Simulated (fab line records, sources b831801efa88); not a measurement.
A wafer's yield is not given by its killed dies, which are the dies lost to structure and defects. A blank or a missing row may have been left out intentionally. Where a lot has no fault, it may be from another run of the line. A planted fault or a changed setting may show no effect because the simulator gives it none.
The same fault as seen by 2 desks -- flow sky130 -- every desk sees just its own numbers, and what lay behind them comes last

THE METROLOGY DESK
Lot by lot, what the gauges showed, no matter which tool ran the lot: averages of those sampled wafers that carry a number. Marked OUT: a lot whose mean sits more than 4 standard deviations from the usual mean, which makes it out of limits; the brackets give that distance.
Columns: A = VIA3_W_RS at SKY_VIA3_RS_MEAS_22, usual 0.297 ohm/sq; B = VIA3_W_THK at SKY_VIA3_THK_MEAS_23, usual 385 nm
lot,first seen here,A,B
L773,day 42 06:17,0.298,383
L774,day 42 12:41,0.294,383
L780,day 43 19:14,0.297,390
L781,day 44 09:23,0.298,380
L782,day 44 14:31,0.297,396
L785,day 45 07:52,0.293,383
L788,day 47 01:20,0.296,389
This desk's verdict: no lot among the 7 shows anything out of limits.

DESK OF THE TOOL OWNER: pvd sputter-04
At SKY_METAL4_SPUTTER_01 (material TiN, target thk 20 nm, time 16.7 s) the tool's own readings: per lot run on this tool, the mean of the sampled wafers that have a number. Marked OUT: a lot whose mean sits more than 4 standard deviations from the usual mean, which makes it out of limits; the brackets give that distance.
Columns: A = chamber pressure pa at SKY_METAL4_SPUTTER_01, usual 0.4000 Pa; B = throttle valve pct at SKY_METAL4_SPUTTER_01, usual 29.9 %
lot,first seen here,A,B
L773,day 42 06:46,0.3997,29.0
L780,day 43 19:44,0.4016,29.2
L781,day 44 09:49,0.3998,30.9
L782,day 44 15:04,0.4002,30.3
This desk's verdict: no lot among the 4 shows anything out of limits.

TAKEN TOGETHER
From the metrology desk's view, nothing was out of limits.
The desk of the tool owner found nothing out of limits.

WHAT WAS PUT IN BY THE SIMULATOR
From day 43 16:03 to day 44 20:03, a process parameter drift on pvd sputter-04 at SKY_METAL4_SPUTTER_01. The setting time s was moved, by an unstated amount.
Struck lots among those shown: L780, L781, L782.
